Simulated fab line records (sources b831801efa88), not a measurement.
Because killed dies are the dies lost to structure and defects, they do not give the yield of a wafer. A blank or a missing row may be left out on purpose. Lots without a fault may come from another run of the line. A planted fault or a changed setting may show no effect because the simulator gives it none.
A lot that was struck, set against a sound lot ; flow sky130 ; 32 out of 708 route steps
Sound: the wafers L142.1, L142.4, L142.6. Struck: wafers L151.2, L151.4, L151.5. At the end, the cause is stated.
Each step with rows lists, per side, the tool, then ch with its chambers, then its first start. Under that, the readings that differ: sound wafers ; struck wafers ; difference of the means ; sigmas: that difference in standard deviations of wafers without a fault.
alike: a reading whose means differ by less than 2 such deviations, as well as words and numbers matching on both sides. not compared: withheld readings; readings where some wafer has no value; bounds like >300 that might hide an equal value; numbers whose values overlap and for which the record gives no deviation.
Wherever a step has rows on one side only, a row that says differs or no value, or a row with sigmas, the two part there. Numbers that have no deviation but don't overlap get no sigmas and don't part them. A reading that every wafer of one side lacks parts them only if that side has two wafers or more.

SKY_PWDE_OVL_MEAS_07:
  sound on overlay-02 at day 6 02:58; struck on overlay-02 at day 8 11:18
reading;sound;struck;difference;sigmas
PWDE_OVL (nm);1.4 3.1 3.3;-1.3 0.0 -0.1;-3.1;-2
then, 1 step without rows for these wafers: SKY_PWDE_IMPLANT_08.
SKY_PWDE_STRIP_09: strips in O2/N2.
  sound on plasmaAsher-02 ch 1, day 6 03:09; struck on plasmaAsher-03 ch 0, day 8 11:29
reading;sound;struck;difference;sigmas
o2FlowSccm (sccm);2981 2987 2982;3011 3011 3004;+25;+2
  alike: drypumpMotorCurrentA, oesProductAu, stripTimeToEndpointS
  not compared: rfHoursCounterH
SKY_PWDE_TW_MEAS_10:
  sound on filmMetro-01 at day 6 03:15; struck on filmMetro-04 at day 8 11:35
  alike: PWDE_TW
then, 7 steps without rows for these wafers: SKY_NWELL_DEHYDRATE_03 (time 60 s); SKY_NWELL_HMDS_04 (prime time 60 s); SKY_NWELL_COAT_05 (resist thk 3000 nm); SKY_NWELL_SOFTBAKE_06; SKY_NWELL_EXPOSE_07 (exposes mask NWM, target cd 840 nm); SKY_NWELL_PEB_08; SKY_NWELL_DEVELOP_09 (develop time 60 s).
SKY_NWELL_OVL_MEAS_10:
  sound on overlay-01 at day 6 21:54; struck on overlay-02 at day 9 08:47
  alike: NWELL_00_OVL
SKY_NWELL_IMPLANT_11:
  sound on implanter-02 ch 0, day 6 21:56; struck on implanter-03 ch 0, day 9 08:50
reading;sound;struck;difference;sigmas
beamEnergyKeV;399.92 399.94 400.11;379.09 378.80 379.03;-21.02;-99 or more
model.implant.rpNm (nm);480.7 480.7 480.7;474.1 474.1 474.1;-6.6;
model.implant.drpNm (nm);116.9 116.9 116.9;113.5 113.5 113.5;-3.4;
then, 2 steps without rows for these wafers: SKY_NWELL_IMPLANT_12; SKY_NWELL_IMPLANT_13.
SKY_NWELL_STRIP_14: strips in O2/N2.
  sound on plasmaAsher-04 ch 0,1, day 6 22:23; struck on plasmaAsher-04 ch 0, day 9 09:16
  alike: drypumpMotorCurrentA, o2FlowSccm, oesProductAu, stripTimeToEndpointS
  not compared: rfHoursCounterH
SKY_NWELL_TW_MEAS_15:
  sound on filmMetro-04 at day 6 22:29; struck on filmMetro-03 at day 9 09:22
reading;sound;struck;difference;sigmas
NWELL_TW;1822 1825 1840;1783 1780 1781;-48;-2
then, 7 steps without rows for these wafers: SKY_NWELL_DEHYDRATE_16 (time 60 s); SKY_NWELL_HMDS_17 (prime time 60 s); SKY_NWELL_COAT_18 (resist thk 3000 nm); SKY_NWELL_SOFTBAKE_19; SKY_NWELL_EXPOSE_20 (exposes mask NWM COMPLEMENT, target cd 840 nm); SKY_NWELL_PEB_21; SKY_NWELL_DEVELOP_22 (develop time 60 s).
SKY_NWELL_OVL_MEAS_23:
  sound on overlay-01 at day 7 17:57; struck on overlay-02 at day 10 07:31
  alike: NWELL_01_OVL
then, 1 step without rows for these wafers: SKY_NWELL_IMPLANT_24.
SKY_NWELL_STRIP_25: strips in O2/N2.
  sound on plasmaAsher-01 ch 1, day 7 18:08; struck on plasmaAsher-03 ch 0,1, day 10 07:42
  alike: drypumpMotorCurrentA, o2FlowSccm, oesProductAu, stripTimeToEndpointS
  not compared: rfHoursCounterH
SKY_NWELL_TW_MEAS_26:
  sound on filmMetro-03 at day 7 18:14; struck on filmMetro-03 at day 10 07:49
  alike: NWELL_2_TW
then, 1 step without rows for these wafers: SKY_NWELL_CLEAN_27 (cleans in SC1/SC2, time 150 s).
SKY_NWELL_RTA_28: time 30 s.
  sound on rtpAnneal-02 ch 0, day 7 18:21; struck on rtpAnneal-01 ch 0, day 10 07:56
  alike: annealTempCMax, lampPowerPct, wafer_temp_C_max
SKY_NWELL_RS_MEAS_29: a four-point-probe measurement.
  sound on filmMetro-01 at day 7 18:27; struck on filmMetro-03 at day 10 08:02
reading;sound;struck;difference;sigmas
NWELL_RS (ohm/sq);621.1 621.0 623.5;628.8 630.9 628.1;+7.4;+4
-- the record jumps here: 40 days lie between the struck wafers' starts before and after (it left off in module NWELL and takes up again in module PAD_OPEN, whose first step shown is number 708 of the route) --
SKY_PAD_OPEN_PROBE_99:
  sound on prober-02 at day 48 10:19; struck on prober-01 at day 50 06:44
reading;sound;struck;difference;sigmas
killedOpen;39 42 39;53 63 49;+15;+2
model.etest.pfetG5v0d10v5.offLog10AUm;-12.67 -12.61 -13.02;-13.25 -13.21 -13.04;-0.40;
model.etest.isoNwellNwell.leakLog10AUm;-13.8 -13.78 -13.82;-13.99 -13.96 -13.9;-0.15;
model.etest.pfet_01v8_lvt.offLog10AUm;-8.937 -8.959 -8.86;-9.285 -9.273 -9.227;-0.343;
model.etest.pfetG5v0d10v5.vtSatV (V);-0.6456 -0.65 -0.6802;-0.6903 -0.7122 -0.6803;-0.0357;
model.etest.pfet_16v.vtV (V);-1.116 -1.125 -1.125;-1.151 -1.148 -1.147;-0.027;
  alike: killed_at_M0_to_M3, killed_at_M4_up, killedAtContacts, killedAtFrontEnd, killedAtOther, killedDies, killedShort
  not compared: model.etest.resNwell.lineOhmUm, model.etest.resNwell.rsOhmSq, model.etest.tip_p_5v.rsOhmSq

## WHERE THEY PART
At SKY_PWDE_OVL_MEAS_07 first; at SKY_PAD_OPEN_PROBE_99 last (within this record only).

WHY: the cause the simulator had injected
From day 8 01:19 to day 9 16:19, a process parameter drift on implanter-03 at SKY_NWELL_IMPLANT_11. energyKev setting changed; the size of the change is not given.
